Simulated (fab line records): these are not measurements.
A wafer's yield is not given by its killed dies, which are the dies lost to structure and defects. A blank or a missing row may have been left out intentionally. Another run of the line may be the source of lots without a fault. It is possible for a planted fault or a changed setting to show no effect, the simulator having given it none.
fab line records	flow gf180mcu
record lots=24	wafers=72	lastDay=34
route steps=602 shown V3@445 V5@554 TOP_METAL@568 PASSIVATION@588
lots untouched by any fault: they come from a run of this same line in which no faults occurred
startH: hours from the record's first day to the start of the lot's first wafer shown	waitH: time in hours since the lot's previous step	" as in the row above	L1.1+2: a single row standing in for several wafers	- either no value or no given start	* or withheld: withheld	< > ~ a bound
route shown NAME@n: NAME is a module with steps in the file, n the number in the route of the first one	usual: mean/standard deviation of fault-free wafers	same: alike in all rows	chamber/n: place in a boat	sites: the reading at each site	_std_site: standard deviation across them	_edge_site: inner sites' mean taken away from outer sites' mean	radiusMm: how far each site lies from the wafer's centre	mask NAME#n: copy n	behind: tool/chamber where the wafer was last shaped	hold: the reason the lot was held/the length of the hold in hours/how it ended	device: which transistor (n, p or np) failed to switch	end of line: the route-end tests of the same wafers	where a step has no rows: the recipe by itself	killed: dies that structure and defects cost at the first sort, which is not the same as the wafer's yield	map: a wafer's dies, x killed, . not, _ none there
set.NAME: the setting that was run; set.NAME@STEP: the one run at that earlier step	model.NAME: the simulator's own value behind a step, which no gauge read
a sample of lots followed through the steps of the route, with each step as a table and each wafer as a row
services: from which hour (startH, from the record's first day; less than 0 if before it) a tool's chamber was out of use, for how many hours, and why
## steps
# step GF_V3_ETCH_16
# recipe chemistry=N2/H2	targetDepthA=withheld	overetchA=withheld	timeS=withheld	target=BARC	ionEnergyEv=200	sourceW=500	biasW=100	pressureMtorr=30	n2FlowSccm=100	h2FlowSccm=200
# usual biasW=100.0/0.33	drypumpMotorCurrentA=5.6/0.53	oesProductAu=0.854/0.005	throttleValvePct=13.226/0.0094
lot.wafer	tool	chamber	startH	waitH	biasW	drypumpMotorCurrentA	oesProductAu	throttleValvePct
L074.2	rieDiel-03	2	512.47	0.0	100.0	5.6	0.855	13.227
L074.3	"	3	"	"	100.2	5.7	0.855	13.219
L074.4	"	1	"	"	99.5	5.4	0.852	13.223
L075.3	rieDiel-02	1	523.25	0.0	99.5	5.8	0.853	13.204
L075.5	"	2	"	"	100.1	6.4	0.849	13.230
L075.6	"	1	"	"	99.6	5.8	0.853	13.229
L076.2	rieDiel-01	0	530.15	0.0	100.3	5.3	0.864	13.218
L076.3	"	3	"	"	99.7	6.5	0.862	13.220
L076.4	"	1	"	"	99.9	4.7	0.859	13.214
L077.3	rieDiel-01	3	538.80	0.0	99.3	6.5	0.847	13.225
L077.4	"	1	"	"	99.5	4.7	0.854	13.221
L077.6	"	1	"	"	99.5	4.7	0.858	13.226
L078.2	rieDiel-01	0	544.87	0.0	99.5	5.3	0.843	13.220
L078.3	"	2	"	"	100.1	6.3	0.854	13.209
L078.6	"	1	"	"	99.9	4.7	0.854	13.223
L079.1	rieDiel-03	0	547.82	0.0	99.9	4.8	0.861	13.232
L079.3	"	3	"	"	100.4	5.7	0.858	13.221
L079.4	"	2	"	"	99.8	5.6	0.852	13.237
L080.1	rieDiel-02	3	559.97	0.0	99.9	5.9	0.850	13.230
L080.2	"	1	"	"	100.1	5.8	0.853	13.217
L080.3	"	0	"	"	100.2	5.4	0.852	13.217
L081.1	rieDiel-02	2	567.15	0.0	99.8	6.4	0.853	13.229
L081.3	"	0	"	"	99.9	5.5	0.851	13.227
L081.4	"	3	"	"	99.8	5.9	0.852	13.214
L082.2	rieDiel-01	0	576.30	0.0	99.6	5.3	0.861	13.219
L082.3	"	1	"	"	99.9	4.7	0.853	13.234
L082.6	"	0	"	"	99.8	5.3	0.854	13.238
L083.1	rieDiel-03	3	589.92	0.0	100.0	5.7	0.845	13.240
L083.3	"	0	"	"	99.7	4.8	0.849	13.225
L083.6	"	0	"	"	99.8	4.8	0.854	13.233
L084.2	rieDiel-03	3	596.87	0.0	99.7	5.7	0.847	13.219
L084.4	"	2	"	"	100.3	5.6	0.852	13.224
L084.5	"	0	"	"	100.3	4.8	0.863	13.233
L085.3	rieDiel-03	2	603.72	0.0	99.6	5.6	0.848	13.224
L085.5	"	0	"	"	100.3	4.8	0.862	13.232
L085.6	"	1	"	"	100.0	5.4	0.855	13.225
L086.1	rieDiel-02	2	615.05	0.0	100.7	6.5	0.844	13.229
L086.2	"	0	"	"	100.1	5.5	0.848	13.213
L086.5	"	0	"	"	100.4	5.5	0.854	13.222
L087.3	rieDiel-01	3	620.57	0.0	99.5	6.5	0.860	13.214
L087.4	"	1	"	"	99.5	4.7	0.849	13.223
L087.5	"	0	"	"	99.9	5.4	0.862	13.209
L088.2	rieDiel-03	0	623.65	0.0	100.1	4.8	0.849	13.221
L088.3	"	2	"	"	100.2	5.6	0.848	13.224
L088.6	"	1	"	"	99.8	5.5	0.850	13.227
L089.2	rieDiel-02	0	633.07	0.0	99.2	5.5	0.857	13.227
L089.3	"	1	"	"	100.1	5.8	0.858	13.229
L089.6	"	1	"	"	99.6	5.8	0.858	13.225
L090.1	rieDiel-02	3	644.40	0.0	99.5	5.9	0.862	13.198
L090.4	"	0	"	"	100.4	5.5	0.861	13.230
L090.5	"	2	"	"	99.5	6.4	0.866	13.234
L091.1	rieDiel-01	2	645.92	0.0	100.3	6.3	0.859	13.229
L091.2	"	1	"	"	99.8	4.7	0.856	13.224
L091.3	"	3	"	"	99.8	6.5	0.856	13.230
L092.1	rieDiel-03	0	653.47	0.0	99.8	4.8	0.852	13.228
L092.3	"	3	"	"	100.3	5.7	0.860	13.228
L092.4	"	2	"	"	99.8	5.6	0.851	13.218
L093.1	rieDiel-01	3	660.34	0.0	100.0	6.4	0.849	13.228
L093.2	"	1	"	"	100.2	4.7	0.852	13.230
L093.6	"	1	"	"	100.3	4.7	0.845	13.221
L094.1	rieDiel-03	2	672.04	0.0	99.8	5.7	0.849	13.231
L094.2	"	0	"	"	99.6	4.8	0.850	13.224
L094.6	"	2	"	"	100.1	5.6	0.847	13.224
L095.1	rieDiel-02	2	690.47	0.0	99.7	6.4	0.852	13.223
L095.2	"	1	"	"	100.0	5.8	0.854	13.213
L095.3	"	3	"	"	99.9	5.9	0.844	13.223
L096.1	rieDiel-03	3	691.22	0.0	100.4	5.7	0.864	13.222
L096.2	"	1	"	"	99.9	5.5	0.856	13.235
L096.4	"	0	"	"	99.5	4.8	0.853	13.229
L097.1	rieDiel-03	1	703.02	0.0	99.8	5.4	0.855	13.233
L097.3	"	0	"	"	100.3	4.8	0.853	13.234
L097.4	"	3	"	"	100.1	5.7	0.856	13.224
# step GF_V5_CD_MEAS_14
# recipe targetCdNm=260
# usual cdNm=260.1/1.2
lot.wafer	tool	chamber	startH	waitH	cdNm
L074.2	cdSem-02	-	628.27	0.1	258.0
L074.3	"	-	"	"	258.9
L074.4	"	-	"	"	259.3
L075.3	cdSem-01	-	637.46	0.1	259.3
L075.5	"	-	"	"	258.4
L075.6	"	-	"	"	260.4
L076.2	cdSem-02	-	644.02	0.1	259.9
L076.3	"	-	"	"	259.6
L076.4	"	-	"	"	259.8
L077.3	cdSem-02	-	650.64	0.1	259.1
L077.4	"	-	"	"	259.7
L077.6	"	-	"	"	258.9
L078.2	cdSem-02	-	657.72	0.1	258.7
L078.3	"	-	"	"	261.1
L078.6	"	-	"	"	259.1
L079.1	cdSem-02	-	658.11	0.3	261.4
L079.3	"	-	"	"	261.4
L079.4	"	-	"	"	259.4
L080.1	cdSem-02	-	668.42	0.1	259.3
L080.2	"	-	"	"	259.6
L080.3	"	-	"	"	259.2
L081.1	cdSem-02	-	675.15	0.1	260.7
L081.3	"	-	"	"	259.5
L081.4	"	-	"	"	259.9
L082.2	cdSem-02	-	683.72	0.1	258.9
L082.3	"	-	"	"	259.0
L082.6	"	-	"	"	259.2
L083.1	cdSem-02	-	695.40	0.1	258.8
L083.3	"	-	"	"	260.1
L083.6	"	-	"	"	259.7
L084.2	cdSem-02	-	702.42	0.1	261.5
L084.4	"	-	"	"	261.8
L084.5	"	-	"	"	262.7
L085.3	cdSem-02	-	708.51	0.1	261.1
L085.5	"	-	"	"	260.2
L085.6	"	-	"	"	260.8
L086.1	cdSem-01	-	718.45	0.1	260.8
L086.2	"	-	"	"	261.2
L086.5	"	-	"	"	260.4
L087.3	cdSem-02	-	722.81	0.1	260.2
L087.4	"	-	"	"	259.2
L087.5	"	-	"	"	260.0
L088.2	cdSem-02	-	724.72	0.1	259.5
L088.3	"	-	"	"	259.0
L088.6	"	-	"	"	259.4
L089.2	cdSem-02	-	733.09	0.1	261.0
L089.3	"	-	"	"	261.8
L089.6	"	-	"	"	262.1
L090.1	cdSem-02	-	742.92	0.1	262.5
L090.4	"	-	"	"	260.5
L090.5	"	-	"	"	260.8
L091.1	cdSem-01	-	745.12	0.1	259.6
L091.2	"	-	"	"	261.1
L091.3	"	-	"	"	261.0
L092.1	cdSem-02	-	750.29	0.1	258.9
L092.3	"	-	"	"	260.6
L092.4	"	-	"	"	261.1
L093.1	cdSem-01	-	755.15	0.1	257.9
L093.2	"	-	"	"	258.5
L093.6	"	-	"	"	257.9
L094.1	cdSem-01	-	766.95	0.1	260.9
L094.2	"	-	"	"	261.6
L094.6	"	-	"	"	260.8
L095.1	cdSem-01	-	781.59	0.1	260.5
L095.2	"	-	"	"	261.3
L095.3	"	-	"	"	260.0
L096.1	cdSem-02	-	783.40	0.1	262.3
L096.2	"	-	"	"	262.5
L096.4	"	-	"	"	260.7
L097.1	cdSem-01	-	792.15	0.1	259.2
L097.3	"	-	"	"	260.0
L097.4	"	-	"	"	259.5
# step GF_TOP_METAL_SPUTTER_01
# recipe material=TiN	targetThkNm=30	powerW=6500	timeS=25	chamberPressurePa=0.4
# usual chamberPressurePa=0.4001/0.0008	throttleValvePct=29.9/1.2
lot.wafer	tool	chamber	startH	waitH	chamberPressurePa	throttleValvePct
L074.2	pvdSputter-02	-	629.88	0.1	0.3996	31.0
L074.3	"	-	"	"	0.4005	29.5
L074.4	"	-	"	"	0.4013	29.8
L075.3	pvdSputter-04	-	639.05	0.1	0.3994	29.6
L075.5	"	-	"	"	0.4024	29.6
L075.6	"	-	"	"	0.4006	28.7
L076.2	pvdSputter-04	-	645.64	0.1	0.4007	29.6
L076.3	"	-	"	"	0.3998	28.8
L076.4	"	-	"	"	0.4008	28.5
L077.3	pvdSputter-04	-	652.24	0.1	0.3980	29.6
L077.4	"	-	"	"	0.3995	28.7
L077.6	"	-	"	"	0.3997	29.8
L078.2	pvdSputter-02	-	659.33	0.1	0.3991	29.8
L078.3	"	-	"	"	0.4000	29.8
L078.6	"	-	"	"	0.3993	31.2
L079.1	pvdSputter-03	-	659.74	0.1	0.4001	29.2
L079.3	"	-	"	"	0.3993	31.4
L079.4	"	-	"	"	0.4004	31.7
L080.1	pvdSputter-03	-	670.05	0.1	0.4004	28.4
L080.2	"	-	"	"	0.3994	29.7
L080.3	"	-	"	"	0.4000	31.4
L081.1	pvdSputter-02	-	676.78	0.1	0.3989	31.2
L081.3	"	-	"	"	0.3995	29.7
L081.4	"	-	"	"	0.3984	31.2
L082.2	pvdSputter-04	-	685.37	0.1	0.3994	28.8
L082.3	"	-	"	"	0.4002	29.7
L082.6	"	-	"	"	0.4000	29.7
L083.1	pvdSputter-02	-	697.05	0.1	0.3993	32.9
L083.3	"	-	"	"	0.4004	29.5
L083.6	"	-	"	"	0.4014	30.9
L084.2	pvdSputter-04	-	704.05	0.1	0.3994	30.0
L084.4	"	-	"	"	0.4017	28.7
L084.5	"	-	"	"	0.4002	29.3
L085.3	pvdSputter-02	-	710.10	0.1	0.4013	29.7
L085.5	"	-	"	"	0.4004	31.2
L085.6	"	-	"	"	0.4005	29.8
L086.1	pvdSputter-02	-	720.24	0.1	0.3998	31.2
L086.2	"	-	"	"	0.4012	29.8
L086.5	"	-	"	"	0.3994	32.8
L087.3	pvdSputter-04	-	724.44	0.1	0.4005	28.7
L087.4	"	-	"	"	0.4007	29.6
L087.5	"	-	"	"	0.3999	28.6
L088.2	pvdSputter-04	-	726.37	0.1	0.4003	29.0
L088.3	"	-	"	"	0.3994	28.8
L088.6	"	-	"	"	0.4002	28.7
L089.2	pvdSputter-04	-	734.71	0.1	0.3997	29.8
L089.3	"	-	"	"	0.4009	28.7
L089.6	"	-	"	"	0.4014	29.6
L090.1	pvdSputter-02	-	744.58	0.1	0.3998	31.4
L090.4	"	-	"	"	0.3998	29.8
L090.5	"	-	"	"	0.4005	29.6
L091.1	pvdSputter-03	-	746.89	0.1	0.3990	28.3
L091.2	"	-	"	"	0.4013	31.8
L091.3	"	-	"	"	0.3994	31.3
L092.1	pvdSputter-04	-	752.18	0.1	0.3999	28.5
L092.3	"	-	"	"	0.4004	29.6
L092.4	"	-	"	"	0.4012	29.4
L093.1	pvdSputter-04	-	757.60	0.1	0.4007	28.9
L093.2	"	-	"	"	0.4002	28.9
L093.6	"	-	"	"	0.3997	28.5
L094.1	pvdSputter-04	-	768.62	0.1	0.4000	29.9
L094.2	"	-	"	"	0.4004	29.7
L094.6	"	-	"	"	0.3995	29.6
L095.1	pvdSputter-02	-	783.23	0.1	0.3986	29.6
L095.2	"	-	"	"	0.4008	31.4
L095.3	"	-	"	"	0.3994	29.8
L096.1	pvdSputter-04	-	785.03	0.1	0.4004	28.6
L096.2	"	-	"	"	0.4010	29.0
L096.4	"	-	"	"	0.4015	28.7
L097.1	pvdSputter-03	-	793.82	0.1	0.4007	28.5
L097.3	"	-	"	"	0.3987	29.4
L097.4	"	-	"	"	0.4012	31.6
# step GF_TOP_METAL_SPUTTER_02
# recipe material=AlCu	targetThkNm=900	powerW=10600	chamberPressurePa=0.3	substrateTempC=250	gas=Ar	timeS=47.82
# usual chamberPressurePa=0.2999/0.0006	throttleValvePct=29.9/1.2
lot.wafer	tool	chamber	startH	waitH	chamberPressurePa	throttleValvePct
L074.2	pvdSputter-02	-	629.91	0.0	0.2994	31.4
L074.3	"	-	"	"	0.2993	29.6
L074.4	"	-	"	"	0.2999	29.5
L075.3	pvdSputter-04	-	639.08	0.0	0.2999	29.5
L075.5	"	-	"	"	0.3003	30.0
L075.6	"	-	"	"	0.3002	28.8
L076.2	pvdSputter-04	-	645.67	0.0	0.2989	30.0
L076.3	"	-	"	"	0.3005	28.7
L076.4	"	-	"	"	0.2998	28.5
L077.3	pvdSputter-04	-	652.27	0.0	0.3000	29.4
L077.4	"	-	"	"	0.2996	28.9
L077.6	"	-	"	"	0.3008	30.1
L078.2	pvdSputter-02	-	659.36	0.0	0.3004	29.8
L078.3	"	-	"	"	0.2995	29.7
L078.6	"	-	"	"	0.3002	31.2
L079.1	pvdSputter-03	-	659.77	0.0	0.3015	29.4
L079.3	"	-	"	"	0.2994	31.9
L079.4	"	-	"	"	0.3001	31.7
L080.1	pvdSputter-03	-	670.08	0.0	0.3006	28.4
L080.2	"	-	"	"	0.3001	29.5
L080.3	"	-	"	"	0.2998	31.9
L081.1	pvdSputter-02	-	676.81	0.0	0.2998	31.2
L081.3	"	-	"	"	0.2994	29.7
L081.4	"	-	"	"	0.2998	31.0
L082.2	pvdSputter-04	-	685.40	0.0	0.3003	28.7
L082.3	"	-	"	"	0.3004	29.5
L082.6	"	-	"	"	0.2999	29.5
L083.1	pvdSputter-02	-	697.08	0.0	0.2997	32.8
L083.3	"	-	"	"	0.2993	29.7
L083.6	"	-	"	"	0.2993	31.3
L084.2	pvdSputter-04	-	704.08	0.0	0.3000	30.0
L084.4	"	-	"	"	0.2996	28.6
L084.5	"	-	"	"	0.2996	29.5
L085.3	pvdSputter-02	-	710.13	0.0	0.2990	29.6
L085.5	"	-	"	"	0.3013	31.0
L085.6	"	-	"	"	0.2989	29.5
L086.1	pvdSputter-02	-	720.27	0.0	0.3002	31.5
L086.2	"	-	"	"	0.2995	29.7
L086.5	"	-	"	"	0.2994	33.0
L087.3	pvdSputter-04	-	724.47	0.0	0.2993	28.9
L087.4	"	-	"	"	0.2995	29.6
L087.5	"	-	"	"	0.3001	28.8
L088.2	pvdSputter-04	-	726.40	0.0	0.2991	28.9
L088.3	"	-	"	"	0.2995	28.5
L088.6	"	-	"	"	0.3003	28.8
L089.2	pvdSputter-04	-	734.74	0.0	0.3001	29.4
L089.3	"	-	"	"	0.2996	28.9
L089.6	"	-	"	"	0.3010	29.8
L090.1	pvdSputter-02	-	744.61	0.0	0.2995	31.2
L090.4	"	-	"	"	0.2995	29.6
L090.5	"	-	"	"	0.2994	29.4
L091.1	pvdSputter-03	-	746.92	0.0	0.2989	28.2
L091.2	"	-	"	"	0.2996	31.6
L091.3	"	-	"	"	0.2996	31.5
L092.1	pvdSputter-04	-	752.21	0.0	0.3002	28.9
L092.3	"	-	"	"	0.3001	29.8
L092.4	"	-	"	"	0.2983	29.5
L093.1	pvdSputter-04	-	757.63	0.0	0.3009	28.7
L093.2	"	-	"	"	0.3002	28.7
L093.6	"	-	"	"	0.2994	28.5
L094.1	pvdSputter-04	-	768.65	0.0	0.2995	29.9
L094.2	"	-	"	"	0.2996	29.6
L094.6	"	-	"	"	0.3006	29.6
L095.1	pvdSputter-02	-	783.26	0.0	0.2994	29.9
L095.2	"	-	"	"	0.2999	31.1
L095.3	"	-	"	"	0.3000	29.8
L096.1	pvdSputter-04	-	785.06	0.0	0.2993	28.5
L096.2	"	-	"	"	0.2991	28.7
L096.4	"	-	"	"	0.2991	28.8
L097.1	pvdSputter-03	-	793.85	0.0	0.2992	28.5
L097.3	"	-	"	"	0.3002	29.5
L097.4	"	-	"	"	0.3002	31.6
# step GF_PASSIVATION_THK_MEAS_01
# recipe reads=SiO2_of_PASSIVATION_CVD_00
# usual PASSIVATION_CVD_00_THK=1003/13
lot.wafer	tool	chamber	startH	waitH	PASSIVATION_CVD_00_THK[nm]
L074.2	filmMetro-04	-	651.28	0.0	1020
L074.3	"	-	"	"	996
L074.4	"	-	"	"	1026
L075.3	filmMetro-03	-	659.80	0.1	989
L075.5	"	-	"	"	1011
L075.6	"	-	"	"	1026
L076.2	filmMetro-02	-	665.95	0.0	1007
L076.3	"	-	"	"	1006
L076.4	"	-	"	"	1022
L077.3	filmMetro-03	-	673.00	0.1	1009
L077.4	"	-	"	"	1017
L077.6	"	-	"	"	1023
L078.2	filmMetro-03	-	679.79	0.0	996
L078.3	"	-	"	"	996
L078.6	"	-	"	"	1011
L079.1	filmMetro-02	-	679.99	0.0	990
L079.3	"	-	"	"	983
L079.4	"	-	"	"	999
L080.1	filmMetro-03	-	690.65	0.1	995
L080.2	"	-	"	"	999
L080.3	"	-	"	"	1000
L081.1	filmMetro-04	-	696.65	0.0	999
L081.3	"	-	"	"	1017
L081.4	"	-	"	"	1024
L082.2	filmMetro-04	-	704.58	0.0	1000
L082.3	"	-	"	"	999
L082.6	"	-	"	"	1004
L083.1	filmMetro-03	-	716.54	0.0	1005
L083.3	"	-	"	"	997
L083.6	"	-	"	"	1016
L084.2	filmMetro-04	-	722.30	0.0	991
L084.4	"	-	"	"	1000
L084.5	"	-	"	"	995
L085.3	filmMetro-04	-	728.19	0.1	1005
L085.5	"	-	"	"	1014
L085.6	"	-	"	"	1016
L086.1	filmMetro-03	-	739.00	0.0	986
L086.2	"	-	"	"	1002
L086.5	"	-	"	"	1001
L087.3	filmMetro-04	-	742.35	0.1	991
L087.4	"	-	"	"	997
L087.5	"	-	"	"	1002
L088.2	filmMetro-03	-	744.26	0.0	989
L088.3	"	-	"	"	996
L088.6	"	-	"	"	1005
L089.2	filmMetro-03	-	753.30	0.0	988
L089.3	"	-	"	"	992
L089.6	"	-	"	"	1013
L090.1	filmMetro-03	-	762.08	0.0	994
L090.4	"	-	"	"	1004
L090.5	"	-	"	"	1021
L091.1	filmMetro-03	-	763.71	0.1	993
L091.2	"	-	"	"	998
L091.3	"	-	"	"	1000
L092.1	filmMetro-03	-	769.79	0.0	994
L092.3	"	-	"	"	987
L092.4	"	-	"	"	1012
L093.1	filmMetro-02	-	774.84	0.0	980
L093.2	"	-	"	"	979
L093.6	"	-	"	"	1009
L094.1	filmMetro-03	-	785.26	0.0	996
L094.2	"	-	"	"	1001
L094.6	"	-	"	"	1007
L095.1	filmMetro-04	-	799.19	0.0	989
L095.2	"	-	"	"	980
L095.3	"	-	"	"	1000
L096.1	filmMetro-02	-	800.79	0.0	1000
L096.2	"	-	"	"	1002
L096.4	"	-	"	"	1008
L097.1	filmMetro-02	-	809.60	0.0	980
L097.3	"	-	"	"	987
L097.4	"	-	"	"	1011
# step GF_PASSIVATION_BOW_MEAS_14
# recipe mode=bow
# usual PASSIVATION_BOW=138/10
lot.wafer	tool	chamber	startH	waitH	PASSIVATION_BOW[um]
L074.2	filmMetro-02	-	672.66	0.0	153
L074.3	"	-	"	"	128
L074.4	"	-	"	"	135
L075.3	filmMetro-02	-	681.12	0.0	147
L075.5	"	-	"	"	137
L075.6	"	-	"	"	150
L076.2	filmMetro-04	-	686.86	0.0	141
L076.3	"	-	"	"	142
L076.4	"	-	"	"	139
L077.3	filmMetro-04	-	694.37	0.0	149
L077.4	"	-	"	"	142
L077.6	"	-	"	"	145
L078.2	filmMetro-04	-	700.45	0.0	144
L078.3	"	-	"	"	149
L078.6	"	-	"	"	143
L079.1	filmMetro-02	-	700.99	0.0	134
L079.3	"	-	"	"	129
L079.4	"	-	"	"	136
L080.1	filmMetro-02	-	711.32	0.0	143
L080.2	"	-	"	"	154
L080.3	"	-	"	"	142
L081.1	filmMetro-04	-	716.52	0.0	131
L081.3	"	-	"	"	136
L081.4	"	-	"	"	131
L082.2	filmMetro-02	-	724.30	0.0	122
L082.3	"	-	"	"	129
L082.6	"	-	"	"	144
L083.1	filmMetro-03	-	735.38	0.0	142
L083.3	"	-	"	"	147
L083.6	"	-	"	"	145
L084.2	filmMetro-04	-	741.44	0.0	147
L084.4	"	-	"	"	144
L084.5	"	-	"	"	136
L085.3	filmMetro-04	-	747.72	0.0	144
L085.5	"	-	"	"	144
L085.6	"	-	"	"	142
L086.1	filmMetro-02	-	757.43	0.0	135
L086.2	"	-	"	"	133
L086.5	"	-	"	"	138
L087.3	filmMetro-03	-	761.32	0.0	109
L087.4	"	-	"	"	110
L087.5	"	-	"	"	114
L088.2	filmMetro-02	-	763.00	0.0	142
L088.3	"	-	"	"	152
L088.6	"	-	"	"	128
L089.2	filmMetro-03	-	771.25	0.0	132
L089.3	"	-	"	"	144
L089.6	"	-	"	"	148
L090.1	filmMetro-04	-	779.73	0.0	123
L090.4	"	-	"	"	122
L090.5	"	-	"	"	134
L091.1	filmMetro-04	-	781.48	0.0	127
L091.2	"	-	"	"	141
L091.3	"	-	"	"	128
L092.1	filmMetro-04	-	787.97	0.0	141
L092.3	"	-	"	"	152
L092.4	"	-	"	"	145
L093.1	filmMetro-02	-	792.28	0.0	141
L093.2	"	-	"	"	151
L093.6	"	-	"	"	150
L094.1	filmMetro-04	-	802.85	0.1	136
L094.2	"	-	"	"	130
L094.6	"	-	"	"	141
L095.1	filmMetro-02	-	816.02	0.0	126
L095.2	"	-	"	"	130
L095.3	"	-	"	"	115
L096.1	filmMetro-04	-	817.38	0.0	151
L096.2	"	-	"	"	146
L096.4	"	-	"	"	148
L097.1	filmMetro-03	-	826.47	0.0	138
L097.3	"	-	"	"	140
L097.4	"	-	"	"	128
## services
tool	chamber	startH	hours	kind
rieDiel-03	-	491.40	0.6	repair
rieDiel-02	2	499.90	11.8	repair
rieDiel-03	-	514.06	0.5	repair
pvdSputter-04	-	535.79	6.6	repair
rieDiel-01	3	564.13	2.8	repair
rieDiel-03	-	564.24	0.6	repair
rieDiel-02	-	571.70	0.3	repair
rieDiel-01	2	581.21	27.9	repair
pvdSputter-03	-	583.97	1.8	repair
rieDiel-02	3	591.83	4.0	repair
rieDiel-02	2	594.63	3.6	repair
rieDiel-01	3	605.32	4.4	repair
rieDiel-03	0	631.15	5.4	repair
rieDiel-01	-	631.31	2.8	pm
rieDiel-03	1	652.31	5.3	repair
rieDiel-02	2	655.62	6.1	repair
rieDiel-01	0	667.21	15.3	repair
pvdSputter-04	-	673.67	0.7	repair
pvdSputter-03	-	727.97	8.1	repair
rieDiel-02	1	732.62	4.6	repair
rieDiel-02	0	745.69	7.2	repair
rieDiel-01	3	770.52	5.9	repair
rieDiel-02	1	780.43	1.4	repair
rieDiel-01	0	793.66	3.3	repair
## key
fault none
